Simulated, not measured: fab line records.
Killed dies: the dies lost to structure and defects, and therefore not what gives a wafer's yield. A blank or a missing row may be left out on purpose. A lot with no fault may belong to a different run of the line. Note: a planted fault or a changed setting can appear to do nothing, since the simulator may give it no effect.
Which tool did it? || flow sky130 || Sampling: 6 lots, 18 wafers, 4 of 708 route steps

WHAT THE GAUGES SHOWED, per wafer
SKY_PAD_OPEN_BOW_MEAS_13.
{"lot": "L178", "measured": "day 46 07:18", "on": "film_metro-01", "PAD_OPEN_BOW (um)": "53 44 43"}
{"lot": "L180", "measured": "day 47 02:34", "on": "film_metro-02", "PAD_OPEN_BOW (um)": "29 39 43"}
{"lot": "L183", "measured": "day 47 17:56", "on": "film_metro-04", "PAD_OPEN_BOW (um)": "37 45 34"}
{"lot": "L186", "measured": "day 48 10:31", "on": "film_metro-01", "PAD_OPEN_BOW (um)": "37 56 34"}
{"lot": "L194", "measured": "day 49 12:50", "on": "film_metro-04", "PAD_OPEN_BOW (um)": "58 53 62"}
{"lot": "L199", "measured": "day 50 15:22", "on": "film_metro-01", "PAD_OPEN_BOW (um)": "49 50 37"}

WHICH TOOL RAN EACH LOT (tool, then ch and the chambers of the sampled wafers, then the start)
{"lot": "L178", "SKY_METAL3_SPUTTER_01": "pvd_sputter-03, day 37 01:55", "SKY_VIA4_ETCH_12": "rie_diel-03 ch 2,3, day 43 09:25", "SKY_VIA4_CMP_21": "cmp-01 ch 0,2,3, day 43 10:32"}
{"lot": "L180", "SKY_METAL3_SPUTTER_01": "pvd_sputter-03, day 38 00:26", "SKY_VIA4_ETCH_12": "rie_diel-02 ch 0,2, day 44 05:37", "SKY_VIA4_CMP_21": "cmp-02 ch 1,2, day 44 06:46"}
{"lot": "L183", "SKY_METAL3_SPUTTER_01": "pvd_sputter-03, day 38 18:07", "SKY_VIA4_ETCH_12": "rie_diel-02 ch 0,2, day 44 22:25", "SKY_VIA4_CMP_21": "cmp-01 ch 0,1,3, day 44 23:35"}
{"lot": "L186", "SKY_METAL3_SPUTTER_01": "pvd_sputter-03, day 39 15:23", "SKY_VIA4_ETCH_12": "rie_diel-03 ch 1,2, day 45 15:34", "SKY_VIA4_CMP_21": "cmp-01 ch 1,2,3, day 45 16:47"}
{"lot": "L194", "SKY_METAL3_SPUTTER_01": "pvd_sputter-03, day 41 03:01", "SKY_VIA4_ETCH_12": "rie_diel-04 ch 1,3, day 47 00:01", "SKY_VIA4_CMP_21": "cmp-01 ch 1,2,3, day 47 01:12"}
{"lot": "L199", "SKY_METAL3_SPUTTER_01": "pvd_sputter-01, day 42 15:31", "SKY_VIA4_ETCH_12": "rie_diel-03 ch 0,1,2, day 48 07:05", "SKY_VIA4_CMP_21": "cmp-02 ch 0,1,2, day 48 08:11"}
- SKY_METAL3_SPUTTER_01: material TiN, target thk 20 nm, time 16.7 s.
- SKY_VIA4_ETCH_12: etches SiO2 in C4F8/O2/Ar, stops on TiN, target depth 580 nm.
- SKY_VIA4_CMP_21: polishes, stops on SiO2, t overpolish 25 s, target thk 0 nm.

THE ANSWER, worked out from the rows above alone
Rule: the usual values come from the lots themselves. The widest of any qualifying gaps counts: lots, ordered by their means at a reading, are off when they make up no more than a third of the lots, leave a main group of 4 or more, and stand apart from it by 3 or more times the standard deviation of that group's means. A main group is skipped when, at the precision printed for the reading in the tables above, its means are all equal. A lot without any number at a reading at which 4 lots or more have one is off too. Any other lot the step has rows for is counted as sound.
No lot is off at any reading shown: from this, nothing can be told.

WHAT THE SIMULATOR HAD INSERTED
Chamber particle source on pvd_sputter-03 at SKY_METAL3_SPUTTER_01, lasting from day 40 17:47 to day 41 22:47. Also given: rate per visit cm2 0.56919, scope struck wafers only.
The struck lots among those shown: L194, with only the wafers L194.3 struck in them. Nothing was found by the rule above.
